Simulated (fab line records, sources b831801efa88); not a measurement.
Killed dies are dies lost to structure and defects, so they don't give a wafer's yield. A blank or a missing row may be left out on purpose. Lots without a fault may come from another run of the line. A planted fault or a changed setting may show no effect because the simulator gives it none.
Problem report in the 8D (eight disciplines) form, filled by code | flow gf180mcu | the parts of the form that need people (team, actions taken, sign-off) are left out

1. THE PROBLEM
V1_W_RS at GF_V1_RS_MEAS_24 reads a mean of 0.243 ohm/sq on 6 wafers of 2 lots; wafers without a fault read 0.328 ohm/sq with a standard deviation of 0.0034. That is -25 standard deviations from the usual mean.
The step: measures by four-point-probe.
First seen on wafer L367.2, day 23 08:54, on film_metro-03. The record holds 32 wafers of 11 lots with a number at this step. Rule for "out", or "out of limits": more than 4 standard deviations from the usual mean. The other wafers with a number count as sound.

2. WHAT IT IS AND WHAT IT IS NOT
question                    | is                           | is not
which readings at this step | V1_W_RS                      | -
which lots                  | L367, L370                   | L356, L357, L358, L359, L360, L366, L368, L372, L375
which wafers of those lots  | all that have a number       | -
read on which gauges        | film_metro-01, film_metro-03 | film_metro-02
when                        | from day 23 08:54            | up to then (17 sound wafers); but 9 sound wafers of L368, L372, L375 came after

3. SUSPECTS, AND WHAT RULES EACH OUT
Counting: a tool at a process step up to the reading stays a suspect if it ran every lot that is out and no sound lot after the first of them.
- the gauge at GF_V1_RS_MEAS_24: ruled out. The wafers that are out were read on 2 gauges (film_metro-01, film_metro-03).
- rie_diel-03 at GF_CONTACT_ETCH_16 (etches BARC in N2/H2): ruled out as a lasting fault. Sound lots L368 ran on it after its first lot that is out, L367 (day 21 06:22).
- cvd_w-01 at GF_V1_CVD_23 (deposits W, target thk 350 nm, time 105.05 s): kept. It ran every lot that is out, first L367 (day 23 08:46), and no sound lot after that; its last sound lot up to then is L359 (day 20 14:58).
Left after counting: cvd_w-01 at GF_V1_CVD_23.

4. THE CAUSE (what the simulator had put in)
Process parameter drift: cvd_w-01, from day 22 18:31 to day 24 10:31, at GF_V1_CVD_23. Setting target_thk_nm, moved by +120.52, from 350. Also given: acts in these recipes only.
Counting left only this tool.

5. THE CHAIN OF EFFECTS, in route order
Each row: a reading whose mean over the struck wafers that have a number lies more than 3 standard deviations from the usual. Only readings for which the record gives a usual standard deviation are gone through. hours: the time from each lot's start at the first step in this table that gives one to its start at this step, as a median over the lots. sigmas: the change in usual standard deviations.
hours | step              | reading            | usual        | on struck wafers | change | sigmas
0     | GF_V1_RS_MEAS_24  | V1_W_RS            | 0.328 ohm/sq | 0.243            | -0.085 | -25
0     | GF_V1_THK_MEAS_25 | V1_W_THK           | 339 nm       | 448              | +110   | +22
0     | GF_V1_CMP_26      | time_to_endpoint_s | 82 s         | 113              | +31    | +8.2
The process steps in it:
- GF_V1_CMP_26: polishes, stops on SiO2, t overpolish 15 s, target thk 0 nm.

6. WHAT WOULD HAVE CAUGHT IT SOONER
In this record the first reading out of limits at a measuring or inspecting step was taken at day 23 08:54, 14 hours after the fault began at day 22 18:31.
Of the tool readings at GF_V1_CVD_23 for which the record gives a usual standard deviation, none was out on any struck wafer, so an alarm limit of 4 standard deviations on them would not have fired.
Of the lots that are out (2), L370 began GF_V1_CVD_23 on cvd_w-01 after day 23 08:54. A hold on the tool at that time would have spared it.
